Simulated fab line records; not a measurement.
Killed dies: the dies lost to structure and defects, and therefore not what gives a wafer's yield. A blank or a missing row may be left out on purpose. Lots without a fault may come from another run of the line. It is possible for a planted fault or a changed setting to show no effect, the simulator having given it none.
Comparing a struck lot with a sound one :: flow sky130 :: 19 steps out of a route of 708
Sound: the wafers L320.1, L320.2, L320.6. Struck: wafers L307.1, L307.3, L307.5. The cause is named last.
At each step with rows: each side's tool, then ch and its chambers, then its first start. Under that, the readings that differ: sound wafers :: struck wafers :: difference of the means :: sigmas: that difference in standard deviations of wafers without a fault.
alike: readings with means less than 2 such deviations apart, plus words and numbers identical on both sides. not compared: withheld readings, readings lacking a value on some wafer, bounds such as >300 that could conceal the same value, and numbers that have no deviation in the record and whose values overlap.
The two part at a step that has a row with sigmas, a row that says differs or no value, or rows on one side only. Numbers that have no deviation but don't overlap get no sigmas and don't part them. A reading missing from all wafers of one side parts the sides only when that side holds two or more wafers.

SKY_VIA4_THK_MEAS_20: measures by xrf.
  sound on filmMetro-04 at day 47 18:41; struck on filmMetro-04 at day 44 12:44
  alike: VIA4_W_THK
then, 1 step without rows for these wafers: SKY_VIA4_CMP_21 (polishes, stops on SiO2, t overpolish 25 s, target thk 0 nm).
SKY_METAL5_SPUTTER_00: material Ti, target thk 15 nm, time 10 s.
  sound on pvdSputter-03 at day 47 19:02; struck on pvdSputter-03 at day 44 13:05
  alike: throttleValvePct
SKY_METAL5_SPUTTER_01: material TiN, target thk 20 nm, time 16.7 s.
  sound on pvdSputter-03 at day 47 19:04; struck on pvdSputter-03 at day 44 13:07
  alike: throttleValvePct
SKY_METAL5_SPUTTER_02: material AlCu, target thk 1150 nm, time 61.2 s.
  sound on pvdSputter-03 at day 47 19:05; struck on pvdSputter-03 at day 44 13:08
  alike: throttleValvePct
then, 1 step without rows for these wafers: SKY_METAL5_SPUTTER_03 (material Ti, target thk 5 nm, time 3.3 s).
SKY_METAL5_SPUTTER_04: material TiN, target thk 70 nm, time 58.3 s.
  sound on pvdSputter-03 at day 47 19:10; struck on pvdSputter-03 at day 44 13:13
  alike: throttleValvePct
SKY_METAL5_RS_MEAS_05: measures by four-point-probe.
  sound on filmMetro-04 at day 47 19:13; struck on filmMetro-03 at day 44 13:16
  alike: METAL5_ALCU_RS
SKY_METAL5_THK_MEAS_06: measures by xrf.
  sound on filmMetro-04 at day 47 19:20; struck on filmMetro-03 at day 44 13:23
  alike: METAL5_ALCU_THK
then, 3 steps without rows for these wafers: SKY_METAL5_DEHYDRATE_07 (time 60 s); SKY_METAL5_HMDS_08 (prime time 60 s); SKY_METAL5_COAT_09 (resist thk 1800 nm).
SKY_METAL5_SOFTBAKE_10: time 60 s.
  sound on lithoTrack-02 ch 0, day 48 04:25; struck on lithoTrack-04 ch 0, day 44 23:07
reading: heaterPowerTotalW (W)
sound: 56.69 56.57 56.52
struck: 54.23 54.24 54.25
difference: -2.35
sigmas: -57

reading: plateTempC (C)
sound: 90.14 90.08 90.12
struck: 87.38 87.39 87.39
difference: -2.73
sigmas: -19
then, 2 steps without rows for these wafers: SKY_METAL5_EXPOSE_11 (exposes mask MM5, target cd 1600 nm); SKY_METAL5_PEB_12.
SKY_METAL5_DEVELOP_13: develop time 60 s.
  sound on lithoTrack-04 ch 0, day 48 13:25; struck on lithoTrack-02 ch 0, day 45 10:46
  not compared: model.NOVOLAK_of_METAL5_COAT_09.thkNm
SKY_METAL5_DESCUM_14: chemistry O2, time 11 s.
  sound on rieMetal-01 ch 1, day 48 13:34; struck on rieMetal-01 ch 0,1, day 45 10:55
  alike: drypumpMotorCurrentA, oesProductAu
  not compared: rfHoursCounterH, model.NOVOLAK_of_METAL5_COAT_09.thkNm
SKY_METAL5_METAL_ETCH_15: etches the open film in Cl2/BCl3, stops on SiO2, target depth 1260 nm, time 252 s.
  sound on rieMetal-01 ch 1, day 48 13:38; struck on rieMetal-01 ch 0,1, day 45 10:57
  alike: drypumpMotorCurrentA, oesProductAu, throttleValvePct
  not compared: rfHoursCounterH
SKY_PAD_OPEN_PROBE_99:
  sound on prober-02 at day 50 06:05; struck on prober-02 at day 47 07:23
reading: defectLimitedYield (%)
sound: 84.6 86.2 86.6
struck: 82.3 80.3 83.1
difference: -3.9
sigmas: -2

reading: sortNPass
sound: 416 424 426
struck: 405 395 409
difference: -19
sigmas: -2

reading: sortYieldPct (%)
sound: 84.6 86.2 86.6
struck: 82.3 80.3 83.1
difference: -3.9
sigmas: -2
  alike: killed_at_M0_to_M3, killed_at_M4_up, killedAtContacts, killedAtFrontEnd, killedAtOther, killedDies, killedOpen, killedShort, sort_bin_3_pad_short, sort_bin_5_function, sort_bin_6_memory

## WHERE THEY PART
Earliest at SKY_METAL5_SOFTBAKE_10; latest, in this record, at SKY_PAD_OPEN_PROBE_99.

WHY: what the simulator had put in
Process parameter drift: lithoTrack-04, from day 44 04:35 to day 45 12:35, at SKY_METAL5_SOFTBAKE_10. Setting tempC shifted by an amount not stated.
